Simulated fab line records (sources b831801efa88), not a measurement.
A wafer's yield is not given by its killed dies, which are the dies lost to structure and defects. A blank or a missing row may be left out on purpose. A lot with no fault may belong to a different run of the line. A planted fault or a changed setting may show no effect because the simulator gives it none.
One fault through the eyes of 2 desks	flow sky130	each desk has only its own numbers; what lay behind them comes last

## THE METROLOGY DESK
What the gauges read, lot by lot, whatever tool the lot ran on: means of the sampled wafers that have a number. Any lot whose mean is over 4 standard deviations away from the usual mean is out of limits and marked OUT; that distance is given in the brackets.
Columns: A = GATE_OXIDE_TW at SKY_GATE_OXIDE_TW_MEAS_14, usual 225.9; B = POLY_GATE_CVD_00_THK at SKY_POLY_GATE_THK_MEAS_01, usual 179.5 nm; C = LDD_N_TW at SKY_LDD_N_TW_MEAS_17, usual 2610; D = LDD_P_OVL at SKY_LDD_P_OVL_MEAS_08, usual -0.2 nm
lot	first seen here	A	B	C	D
L416	day 13 16:48	223.8	178.4	2559	1.6
L419	day 15 08:53	228.4	180.3	2619	-1.3
L420	day 15 09:20	226.3	179.8	2634	1.0
L427	day 17 17:32	228.3	180.2	2636	0.5
L426	day 17 17:47	227.1	178.3	2689	-0.4
L428	day 18 07:20	224.5	180.3	2688	1.4
L429	day 18 08:59	228.6	180.9	2573	-1.8
L434	day 21 00:19	227.8	179.1	2564	0.7
L435	day 21 06:38	223.1	179.4	2568	0.6
L437	day 21 20:14	228.4	180.0	2634	-1.0
L438	day 22 07:54	222.8	179.4	2618	-1.0
Finding of this desk: none of the 11 lots has anything out of limits.

## FOR THE TOOL OWNER'S DESK: implanter-03
For each lot that ran on this tool, the mean over its sampled wafers that have a number, from the tool's own readings at SKY_LDD_N_IMPLANT_14. Any lot whose mean is over 4 standard deviations away from the usual mean is out of limits and marked OUT; that distance is given in the brackets.
Columns: A = beam on s at SKY_LDD_N_IMPLANT_14, usual 10.00 s; B = dose ions cm2 at SKY_LDD_N_IMPLANT_14, usual 5e+12; C = end station pressure torr at SKY_LDD_N_IMPLANT_14, usual 5.02e-06 Torr; D = faraday current uA at SKY_LDD_N_IMPLANT_14, usual 28.2
lot	first seen here	A	B	C	D
L420	day 19 12:52	10.02	5e+12	4.94e-06	28.1
L426	day 21 23:09	10.22	5e+13 (+99 or more) OUT	5.23e-06	288.6 (+99 or more) OUT
L428	day 22 12:43	10.07	5e+13 (+99 or more) OUT	5.23e-06	292.5 (+99 or more) OUT
L437	day 25 23:28	10.00	5e+12	4.98e-06	28.2
This desk's verdict: out of limits on L426, L428, starting with L426 at day 21 23:09 (dose ions cm2 at SKY_LDD_N_IMPLANT_14). L420, L437 stayed within limits.

## ALL TOGETHER
On L426, L428, at day 21 23:09, an alarm was possible from the tool owner's desk.
Nothing out of limits was seen by the metrology desk.
The metrology desk has L426, L428 on record, within its limits.
Every lot named ran SKY_LDD_N_IMPLANT_14 on implanter-03.

## WHAT THE SIMULATOR HAD INSERTED
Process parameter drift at SKY_LDD_N_IMPLANT_14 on implanter-03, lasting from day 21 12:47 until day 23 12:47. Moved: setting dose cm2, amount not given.
Struck lots among those shown: L426, L428.
Each desk's first reading out of limits, in hours after the fault started: the tool owner's desk, 10.
